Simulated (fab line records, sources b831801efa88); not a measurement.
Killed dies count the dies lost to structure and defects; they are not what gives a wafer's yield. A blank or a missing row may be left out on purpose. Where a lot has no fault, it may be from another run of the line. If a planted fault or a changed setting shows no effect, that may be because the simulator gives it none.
fab line records	flow sky130
record lots=11	wafers=33	last_day=50
route steps=708 shown SONOS_ONO@173 POLY_GATE@218 LDD_P@264 PAD_OPEN@708
lots untouched by any fault: they come from a run of this same line in which no faults occurred
start_h: start of the lot's first displayed wafer, in hours after the record's first day	wait_h: how many hours have passed since the lot's step before this one	" the same as in the row above	L1.1+2: a single row standing in for several wafers	- no value present, or no start provided	* or withheld: withheld	< > ~ a bound
route shown NAME@n: names a module that has steps shown in the file, with the first one's number in the route	usual: mean/standard deviation of fault-free wafers	same: alike in all rows	chamber/n: place in a boat	sites: each site's reading	_std_site: the standard deviation of these	_edge_site: mean of outer sites minus mean of inner sites	radius_mm: for every site, how far away it sits from the centre of the wafer	mask NAME#n: copy n	behind: the most recent tool/chamber to have shaped the wafer	hold: why the lot was held/for how many hours/how that ended	device: which transistor (n, p or np) failed to switch	end of line: tests run on the same wafers once the route is complete	for a step that has no rows: nothing shown but its recipe	killed: count of dies lost to structure and defects at first sort (not the wafer's yield)	map: the dies of a wafer, with x for killed, . for not killed, _ for no die there
set.NAME: setting as actually run; set.NAME@STEP: the setting as run at that earlier step	model.NAME: the simulator's own value behind a step, which no gauge read
one table for each step of the route and one row for each wafer, over a sample of lots
services: from which hour (start_h, from the record's first day; less than 0 if before it) a tool's chamber was out of use, for how many hours, and why
## steps
# step SKY_SONOS_ONO_THK_MEAS_05
# recipe reads=SiO2_of_SONOS_ONO_CVD_04
# usual SONOS_ONO_CVD_04_THK=5.80/0.13
lot.wafer	tool	chamber	start_h	wait_h	SONOS_ONO_CVD_04_THK[nm]
L565.1	film_metro-03	-	254.26	0.0	5.52
L565.2	"	-	"	"	5.58
L565.5	"	-	"	"	5.55
L570.1	film_metro-04	-	316.73	0.0	5.96
L570.2	"	-	"	"	5.90
L570.6	"	-	"	"	5.91
L571.1	film_metro-01	-	316.73	0.0	5.97
L571.3	"	-	"	"	6.03
L571.5	"	-	"	"	5.96
L573.1	film_metro-03	-	333.27	0.0	6.05
L573.3	"	-	"	"	5.92
L573.6	"	-	"	"	5.99
L572.1	film_metro-03	-	334.52	0.0	5.85
L572.2	"	-	"	"	5.76
L572.4	"	-	"	"	5.88
L578.1	film_metro-01	-	367.79	0.0	5.90
L578.3	"	-	"	"	5.90
L578.5	"	-	"	"	5.92
L582.2	film_metro-01	-	394.45	0.0	5.74
L582.4	"	-	"	"	5.68
L582.6	"	-	"	"	5.68
L585.1	film_metro-04	-	415.28	0.0	5.72
L585.2	"	-	"	"	5.71
L585.3	"	-	"	"	5.74
L586.1	film_metro-03	-	423.50	0.0	5.81
L586.4	"	-	"	"	5.91
L586.5	"	-	"	"	5.84
L587.2	film_metro-03	-	433.70	0.0	5.60
L587.4	"	-	"	"	5.57
L587.5	"	-	"	"	5.77
L588.3	film_metro-03	-	436.92	0.0	5.62
L588.4	"	-	"	"	5.53
L588.6	"	-	"	"	5.46
# step SKY_SONOS_ONO_ETCH_15
# recipe target_depth_nm=19.52	chemistry=CHF3/O2	source_w=600	bias_w=200	pressure_mtorr=40	chf3_flow_sccm=50	O2_flow_sccm=5	time_s=7.8
# usual O2_flow_sccm=4.997/0.014	drypump_motor_current_A=5.7/0.45	oes_product_au=1.005/0.0086	throttle_valve_pct=8.827/0.0093
lot.wafer	tool	chamber	start_h	wait_h	O2_flow_sccm	drypump_motor_current_A	oes_product_au	rf_hours_counter_h	throttle_valve_pct
L565.1	rie_diel-02	0	279.28	0.0	4.989	5.4	0.998	0	8.830
L565.2	"	3	"	"	4.997	6.6	0.995	32	8.828
L565.5	"	0	"	"	4.994	5.4	0.994	-	8.806
L571.1	rie_diel-02	0	342.75	0.0	4.998	5.4	1.012	1	8.832
L571.3	"	2	"	"	5.006	6.0	1.010	92	8.838
L571.5	"	2	"	"	5.028	6.0	1.009	-	8.805
L570.1	rie_diel-01	2	343.43	0.0	4.995	6.0	1.012	2	8.796
L570.2	"	0	"	"	5.014	5.7	1.007	58	8.819
L570.6	"	3	"	"	4.998	5.6	1.013	-	8.840
L573.1	rie_diel-01	0	359.88	0.0	5.012	5.7	1.006	58	8.832
L573.3	"	3	"	"	5.012	5.6	1.010	76	8.824
L573.6	"	2	"	"	4.973	6.0	0.996	-	8.824
L572.1	rie_diel-02	3	361.35	0.0	5.016	6.6	0.996	33	8.823
L572.2	"	1	"	"	5.027	5.5	1.012	103	8.836
L572.4	"	0	"	"	4.990	5.4	1.004	1	8.854
L578.1	rie_diel-04	0	396.75	0.0	5.007	5.0	1.018	84	8.831
L578.3	"	2	"	"	4.969	6.1	1.002	4	8.812
L578.5	"	1	"	"	5.002	5.5	1.001	-	8.824
L582.2	rie_diel-02	3	422.99	0.0	5.017	6.6	1.008	34	8.813
L582.4	"	1	"	"	4.989	5.5	1.029	104	8.835
L582.6	"	1	"	"	4.959	5.5	1.020	-	8.831
L585.1	rie_diel-04	2	445.57	0.0	4.973	6.1	0.997	5	8.821
L585.2	"	3	"	"	4.997	5.1	0.996	7	8.813
L585.3	"	0	"	"	4.973	5.0	1.008	84	8.844
L586.1	rie_diel-02	2	454.28	0.0	5.017	6.0	1.001	94	8.836
L586.4	"	3	"	"	5.000	6.6	0.991	34	8.819
L586.5	"	3	"	"	4.995	6.6	0.996	-	8.830
L587.2	rie_diel-01	3	464.87	0.0	5.002	5.6	1.009	78	8.830
L587.4	"	1	"	"	4.972	5.8	1.003	6	8.827
L587.5	"	2	"	"	5.004	6.0	1.000	-	8.838
L588.3	rie_diel-04	1	467.73	0.0	4.991	5.5	0.983	0	8.820
L588.4	"	0	"	"	4.984	5.0	1.001	85	8.825
L588.6	"	3	"	"	4.991	5.1	1.002	-	8.825
# step SKY_POLY_GATE_THK_MEAS_04
# recipe reads=Si3N4_of_POLY_GATE_CVD_03
# usual POLY_GATE_CVD_03_THK=74.8/0.6
lot.wafer	tool	chamber	start_h	wait_h	POLY_GATE_CVD_03_THK[nm]
L565.1	film_metro-02	-	341.40	0.0	75.5
L565.2	"	-	"	"	75.1
L565.5	"	-	"	"	74.9
L570.1	film_metro-04	-	412.39	0.0	75.7
L570.2	"	-	"	"	74.6
L570.6	"	-	"	"	75.5
L571.1	film_metro-02	-	412.39	0.0	74.2
L571.3	"	-	"	"	74.5
L571.5	"	-	"	"	74.3
L573.1	film_metro-01	-	425.05	0.0	75.5
L573.3	"	-	"	"	75.3
L573.6	"	-	"	"	75.0
L572.1	film_metro-04	-	431.33	0.0	75.1
L572.2	"	-	"	"	75.2
L572.4	"	-	"	"	74.3
L578.1	film_metro-01	-	465.54	0.0	74.4
L578.3	"	-	"	"	74.4
L578.5	"	-	"	"	74.5
L582.2	film_metro-02	-	494.42	0.0	75.3
L582.4	"	-	"	"	75.7
L582.6	"	-	"	"	75.3
L585.1	film_metro-02	-	515.16	0.0	75.1
L585.2	"	-	"	"	75.0
L585.3	"	-	"	"	75.3
L586.1	film_metro-01	-	523.79	0.0	74.3
L586.4	"	-	"	"	74.4
L586.5	"	-	"	"	74.3
L587.2	film_metro-04	-	532.92	0.0	74.5
L587.4	"	-	"	"	74.9
L587.5	"	-	"	"	74.2
L588.3	film_metro-02	-	538.09	0.0	74.3
L588.4	"	-	"	"	74.4
L588.6	"	-	"	"	74.1
# step SKY_LDD_P_IMPLANT_09
# recipe species=BF2	energy_kev=25	dose_cm2=1e+13	tilt_deg=withheld
# usual beam_energy_keV=25.001/0.0085	dose_ions_cm2=9.999e+12/9.3e+09	end_station_pressure_torr=5.05e-06/2.6e-07	faraday_current_uA=56.6/1.1
# same implant_ion_amu=49
lot.wafer	tool	chamber	start_h	wait_h	beam_energy_keV	dose_ions_cm2	end_station_pressure_torr	faraday_current_uA
L565.1	implanter-02	0	430.50	0.0	25.007	9.986e+12	5.18e-06	55.2
L565.2	"	0	"	"	25.008	9.994e+12	5.15e-06	56.7
L565.5	"	0	"	"	25.007	9.989e+12	5.28e-06	56.6
L571.1	implanter-04	0	507.32	0.0	25.012	1.0006e+13	5.33e-06	57.4
L571.3	"	0	"	"	25.006	1.0023e+13	4.44e-06	56.3
L571.5	"	0	"	"	24.998	1.0001e+13	5.19e-06	55.5
L570.1	implanter-03	0	508.00	0.0	24.982	9.981e+12	5.01e-06	57.7
L570.2	"	0	"	"	24.997	9.991e+12	4.69e-06	57.0
L570.6	"	0	"	"	24.982	9.985e+12	5.2e-06	58.2
L573.1	implanter-02	0	521.27	0.0	25.000	1.0001e+13	4.82e-06	57.2
L573.3	"	0	"	"	24.993	9.986e+12	4.84e-06	57.7
L573.6	"	0	"	"	24.988	9.99e+12	4.73e-06	56.3
L572.1	implanter-03	0	526.67	0.0	24.992	9.982e+12	4.63e-06	55.8
L572.2	"	0	"	"	25.006	1.0005e+13	5.14e-06	54.4
L572.4	"	0	"	"	25.002	9.999e+12	5.44e-06	53.6
L578.1	implanter-02	0	559.73	0.0	24.995	1.0005e+13	5.18e-06	55.7
L578.3	"	0	"	"	25.003	1.0018e+13	4.89e-06	56.3
L578.5	"	0	"	"	25.011	1e+13	5.15e-06	55.6
L582.2	implanter-02	0	588.21	0.0	24.988	8.463e+12	5.06e-06	47.6
L582.4	"	0	"	"	24.996	8.47e+12	5.13e-06	47.7
L582.6	"	0	"	"	25.005	8.464e+12	5.02e-06	48.1
L585.1	implanter-02	0	606.85	0.0	24.990	8.463e+12	4.75e-06	47.8
L585.2	"	0	"	"	25.005	8.456e+12	5.36e-06	48.6
L585.3	"	0	"	"	24.989	8.455e+12	4.91e-06	46.2
L586.1	implanter-03	0	616.13	0.0	25.014	1.0024e+13	5.49e-06	57.7
L586.4	"	0	"	"	25.010	1.0013e+13	5.3e-06	56.3
L586.5	"	0	"	"	24.995	1.0019e+13	4.75e-06	56.8
L587.2	implanter-04	0	625.04	0.0	25.009	9.987e+12	4.89e-06	58.3
L587.4	"	0	"	"	25.006	1.0012e+13	4.49e-06	55.7
L587.5	"	0	"	"	24.998	9.981e+12	4.81e-06	57.1
L588.3	implanter-03	0	630.38	0.1	25.014	1.0008e+13	5.05e-06	57.5
L588.4	"	0	"	"	24.995	1.0011e+13	5.26e-06	56.8
L588.6	"	0	"	"	25.008	9.991e+12	4.66e-06	57.5
# step SKY_LDD_P_TW_MEAS_11
# usual LDD_P_TW=631/3.6
lot.wafer	tool	chamber	start_h	wait_h	hold	LDD_P_TW
L565.1	film_metro-02	-	430.75	0.1	-	633
L565.2	"	-	"	"	-	630
L565.5	"	-	"	"	-	630
L571.1	film_metro-02	-	507.57	0.1	-	632
L571.3	"	-	"	"	-	632
L571.5	"	-	"	"	-	631
L570.1	film_metro-02	-	508.25	0.1	-	632
L570.2	"	-	"	"	-	632
L570.6	"	-	"	"	-	633
L573.1	film_metro-02	-	521.52	0.1	-	633
L573.3	"	-	"	"	-	629
L573.6	"	-	"	"	-	634
L572.1	film_metro-02	-	526.92	0.1	-	633
L572.2	"	-	"	"	-	636
L572.4	"	-	"	"	-	634
L578.1	film_metro-04	-	559.98	0.1	-	634
L578.3	"	-	"	"	-	637
L578.5	"	-	"	"	-	634
L582.2	film_metro-04	-	588.44	0.1	await_dispo/0.2h/release	603
L582.4	"	-	"	"	await_dispo/0.2h/release	607
L582.6	"	-	"	"	await_dispo/0.2h/release	602
L582.2	film_metro-04	-	588.67	0.2	-	602
L582.4	"	-	"	"	-	601
L582.6	"	-	"	"	-	603
L585.1	film_metro-03	-	607.10	0.1	await_dispo/0.2h/release	600
L585.2	"	-	"	"	await_dispo/0.2h/release	600
L585.3	"	-	"	"	await_dispo/0.2h/release	601
L585.1	film_metro-03	-	607.32	0.2	-	600
L585.2	"	-	"	"	-	602
L585.3	"	-	"	"	-	599
L586.1	film_metro-03	-	616.38	0.1	-	630
L586.4	"	-	"	"	-	628
L586.5	"	-	"	"	-	629
L587.2	film_metro-03	-	625.28	0.1	-	625
L587.4	"	-	"	"	-	627
L587.5	"	-	"	"	-	627
L588.3	film_metro-02	-	630.61	0.1	-	630
L588.4	"	-	"	"	-	630
L588.6	"	-	"	"	-	634
# step SKY_PAD_OPEN_PROBE_99
# usual killed_at_M0_to_M3=44/6	killed_at_M4_up=3.3/2.1	killed_at_contacts=25/5.5	killed_at_front_end=15/4.3	killed_at_other=0.2/0.41	killed_dies=88/9.1	killed_on_rim=17/4	killed_open=48/6.6	killed_short=39/6.7
# same gross_dies=492	killed_at_back_side=0
lot.wafer	tool	chamber	start_h	wait_h	killed_at_M0_to_M3	killed_at_M4_up	killed_at_contacts	killed_at_front_end	killed_at_other	killed_dies	killed_on_rim	killed_open	killed_short
L578.1	prober-01	-	1155.15	0.1	46	2	19	17	0	84	22	40	44
L578.3	prober-01	-	1155.25	0.2	45	2	18	24	0	89	17	46	43
L578.5	prober-01	-	1155.35	0.2	57	2	16	21	0	96	20	50	46
L582.2	prober-01	-	1182.56	0.1	52	4	28	16	0	100	21	56	42
L582.4	prober-01	-	1182.66	0.2	50	0	17	16	1	84	22	43	40
L582.6	prober-01	-	1182.76	0.2	42	6	24	12	0	84	18	41	42
# killed by level:class
L578.1 VIA1:geometric_particle:open=12 VIA1:geometric_particle:short=7 VIA2:geometric_particle:open=6 LOCAL_INTERCONNECT:geometric_particle:short=6 FIELD_ISO:geometric_particle:short=5 CONTACT:geometric_particle:open=5 METAL2:geometric_particle:short=5 POLY_GATE:geometric_particle:open=4
L578.3 VIA1:geometric_particle:open=16 FIELD_ISO:geometric_particle:short=9 METAL1:geometric_particle:short=7 FIELD_ISO:geometric_particle:open=5 POLY_GATE:geometric_particle:short=5 LI_CONTACT:geometric_particle:open=5 CONTACT:geometric_particle:short=4 CONTACT:geometric_particle:open=4
L578.5 VIA1:geometric_particle:open=12 METAL1:geometric_particle:short=12 VIA2:geometric_particle:open=11 CONTACT:geometric_particle:open=8 FIELD_ISO:geometric_particle:short=6 VIA3:geometric_particle:short=5 VIA3:geometric_particle:open=5 FIELD_ISO:geometric_particle:open=4
L582.2 CONTACT:geometric_particle:open=19 VIA1:geometric_particle:open=13 VIA3:geometric_particle:open=7 METAL3:geometric_particle:short=6 METAL1:geometric_particle:short=6 LI_CONTACT:geometric_particle:open=5 FIELD_ISO:geometric_particle:short=4 VIA2:geometric_particle:open=4
L582.4 VIA1:geometric_particle:open=13 METAL2:geometric_particle:short=10 CONTACT:geometric_particle:open=6 FIELD_ISO:geometric_particle:open=5 VIA2:geometric_particle:open=5 LI_CONTACT:geometric_particle:short=4 LI_CONTACT:geometric_particle:open=4 VIA1:geometric_particle:short=4
L582.6 CONTACT:geometric_particle:open=9 VIA2:geometric_particle:open=8 CONTACT:geometric_particle:short=7 VIA1:geometric_particle:short=6 VIA1:geometric_particle:open=6 METAL1:geometric_particle:short=5 VIA3:geometric_particle:open=5 LI_CONTACT:geometric_particle:short=4
## services
tool	chamber	start_h	hours	kind
implanter-02	-	278.10	0.9	repair
rie_diel-01	0	279.17	13.9	repair
rie_diel-01	1	280.27	5.5	repair
implanter-03	-	283.45	3.7	repair
rie_diel-01	2	310.92	7.3	repair
rie_diel-01	0	314.13	5.3	repair
rie_diel-04	1	317.66	2.8	repair
rie_diel-02	0	320.38	14.1	repair
rie_diel-02	3	321.19	4.5	repair
rie_diel-01	-	322.11	1.3	repair
implanter-03	-	330.61	2.2	repair
implanter-03	-	345.63	3.9	repair
implanter-02	-	354.32	3.8	pm
rie_diel-04	-	357.57	4.3	pm
implanter-02	-	436.30	0.7	repair
rie_diel-02	2	440.89	8.0	repair
implanter-02	-	461.70	1.5	pm
rie_diel-02	-	491.98	0.5	repair
rie_diel-02	2	495.22	9.5	repair
implanter-03	-	550.34	4.4	pm
implanter-02	-	568.68	1.0	repair
rie_diel-02	-	572.82	2.8	pm
rie_diel-02	3	615.60	24.3	repair
implanter-02	-	623.79	3.9	repair
## key
first_sign step=SKY_LDD_P_IMPLANT_09	reading=dose_ions_cm2	direction=down	sigmas=99+	usual=*	struck=*
effect step=SKY_LDD_P_IMPLANT_09	reading=faraday_current_uA	direction=down	sigmas=8.3	usual=56.6	struck=47.6
effect step=SKY_LDD_P_TW_MEAS_11	reading=visit	direction=added
effect step=SKY_LDD_P_TW_MEAS_11	reading=LDD_P_TW	direction=down	sigmas=8.2	usual=631	struck=602
met_at SKY_LDD_P_IMPLANT_09
struck_lots L582,L585
tester_left_out L582,L585
not_acting_at SKY_SONOS_ONO_THK_MEAS_05,SKY_SONOS_ONO_ETCH_15,SKY_POLY_GATE_THK_MEAS_04
onset_between 559.73 588.21
fault kind=process_parameter_drift	tool=implanter-02	chamber=-	onset_h=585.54	steps=SKY_LDD_P_IMPLANT_09	channel=dose_cm2	offset=*	shape=step	end_h=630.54	acts_in=*	stated=*
# tester_left_out: of these lots the tester's yield and bins aren't shown, on N5 and GAA mostly nor the transistor test; their killed dies are dies lost to structure and defects alone, not to doping, threshold or leakage, so they don't give the yield
